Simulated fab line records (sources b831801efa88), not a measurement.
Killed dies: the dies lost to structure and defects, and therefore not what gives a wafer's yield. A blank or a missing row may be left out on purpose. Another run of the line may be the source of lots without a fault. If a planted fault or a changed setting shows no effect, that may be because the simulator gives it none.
Chamber matching	flow gf180mcu	4 sister chambers for GF_CONTACT_CMP_04 on cmp-01
The step polishes SiO2. 8 wafers are shown with their chamber, then 12 later ones without.

WAFERS, EACH WITH ITS CHAMBER
wafer	chamber	motorCurrentA (A)	timeToEndpointS (s)
L089.4	0	13.3	109
L089.1	1	11.0	108
L092.1	1	11.4	108
L092.2	0	14.0	104
L092.5	2	10.5	116
L093.2	3	13.2	117
L093.5	3	13.0	117
L093.6	2	10.1	119

WAFERS MISSING THEIR CHAMBER
wafer	motorCurrentA (A)	timeToEndpointS (s)
L094.1	10.6	106
L094.2	13.5	106
L094.5	13.2	112
L095.1	13.0	113
L095.2	10.9	114
L095.4	10.4	121
L096.1	11.2	110
L096.2	10.4	109
L096.3	13.5	108
L096.4	13.5	117
L096.5	10.6	115
L096.6	13.5	115

WHICH CHAMBER EACH WENT THROUGH
wafer	from the rows above	in truth
L094.1	1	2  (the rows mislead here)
L094.2	0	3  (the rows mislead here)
L094.5	can't be placed: 3 or 0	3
L095.1	can't be placed: 3 or 0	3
L095.2	can't be placed: 2 or 1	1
L095.4	2	2
L096.1	1	1
L096.2	can't be placed: 1 or 2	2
L096.3	0	0
L096.4	3	3
L096.5	2	2
L096.6	3	3
6 of 12 placed correctly. Can't be placed from these rows: 4 (the true chamber is among the candidates in 4). 2 placed wrongly.
How it was worked out, from the rows above alone: a wafer's distance from a chamber is the root of the sum, over the readings, of the square of ((its reading less the chamber's mean) divided by the reading's scatter). The wafer belongs to the nearest chamber; if the next one is less than 2 further off, it can't be placed. The mean given for a chamber averages the wafers shown for that chamber. The scatter: take each reading less its chamber's mean, square it, sum over the shown wafers, divide by the number of wafers less the number of chambers, and take the root.
